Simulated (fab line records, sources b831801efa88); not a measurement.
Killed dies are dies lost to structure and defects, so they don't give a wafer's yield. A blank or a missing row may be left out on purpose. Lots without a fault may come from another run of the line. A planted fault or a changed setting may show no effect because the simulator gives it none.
Problem report in the 8D (eight disciplines) form, filled by code | flow sky130 | the parts of the form that need people (team, actions taken, sign-off) are left out

1. THE PROBLEM
SD_N_OVL at SKY_SD_N_OVL_MEAS_08 reads a mean of 183.3 nm on 12 wafers of 4 lots; wafers without a fault read 1.4 nm with a standard deviation of 1.3. That is +99 or more standard deviations from the usual mean.
First seen on wafer L338.1, day 32 08:56, on overlay-02. The record holds 42 wafers of 14 lots with a number at this step. Rule for "out", or "out of limits": more than 4 standard deviations from the usual mean. The other wafers with a number count as sound.

2. WHAT IT IS AND WHAT IT IS NOT
question                    | is                     | is not
which readings at this step | SD_N_OVL               | -
which lots                  | L338, L339, L341, L342 | L326, L327, L328, L330, L331, L336, L343, L344, L346, L349
which wafers of those lots  | all that have a number | -
read on which gauges        | overlay-02             | overlay-01
when                        | from day 32 08:56      | up to then (18 sound wafers); but 12 sound wafers of L343, L344, L346, L349 came after

3. SUSPECTS, AND WHAT RULES EACH OUT
Counting: a tool at a process step up to the reading stays a suspect if it ran every lot that is out and no sound lot after the first of them.
- the gauge at SKY_SD_N_OVL_MEAS_08: ruled out. All the wafers that are out were read on overlay-02, but those of them that SKY_PAD_OPEN_PROBE_99 has rows for are out there too, on other tools.
- iline_stepper-02 at SKY_SD_N_EXPOSE_04 (exposes mask NSDM, target cd 380 nm): kept. It ran every lot that is out, first L338 (day 31 18:59), and no sound lot after that; its last sound lot up to then is L336 (day 31 11:40).
Left after counting: iline_stepper-02 at SKY_SD_N_EXPOSE_04.

4. THE CAUSE (what the simulator had put in)
Scanner matching overlay: iline_stepper-02, from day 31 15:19 on, at SKY_SD_N_EXPOSE_04. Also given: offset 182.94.
Counting left only this tool.

5. THE CHAIN OF EFFECTS, in route order
Each row: a reading whose mean over the struck wafers that have a number lies more than 3 standard deviations from the usual. Only readings for which the record gives a usual standard deviation are gone through. hours: the time from each lot's start at the first step in this table that gives one to its start at this step, as a median over the lots. sigmas: the change in usual standard deviations.
hours | step                  | reading             | usual  | on struck wafers | change | sigmas
0     | SKY_SD_N_OVL_MEAS_08  | SD_N_OVL            | 1.4 nm | 183.3            | +181.9 | +99 or more
393   | SKY_PAD_OPEN_PROBE_99 | killed_at_front_end | 15     | 338              | +322   | +73
393   | SKY_PAD_OPEN_PROBE_99 | killed_dies         | 88     | 412              | +324   | +32
393   | SKY_PAD_OPEN_PROBE_99 | killed_on_rim       | 17     | 81               | +64    | +18
The process steps in it:
- SKY_PAD_OPEN_PROBE_99
Later measuring or inspecting steps at which every struck wafer that the step has a row for has a number for every such reading, and none has moved that far: SKY_LI_CONTACT_CD_MEAS_12, SKY_LI_CONTACT_OVL_MEAS_13.

6. WHAT WOULD HAVE CAUGHT IT SOONER
In this record the first reading out of limits at a measuring or inspecting step was taken at day 32 08:56, 18 hours after the fault began at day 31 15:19.
Of the lots that are out (4), L339, L341, L342 began SKY_SD_N_EXPOSE_04 on iline_stepper-02 after day 32 08:56. A hold on the tool at that time would have spared those 3.
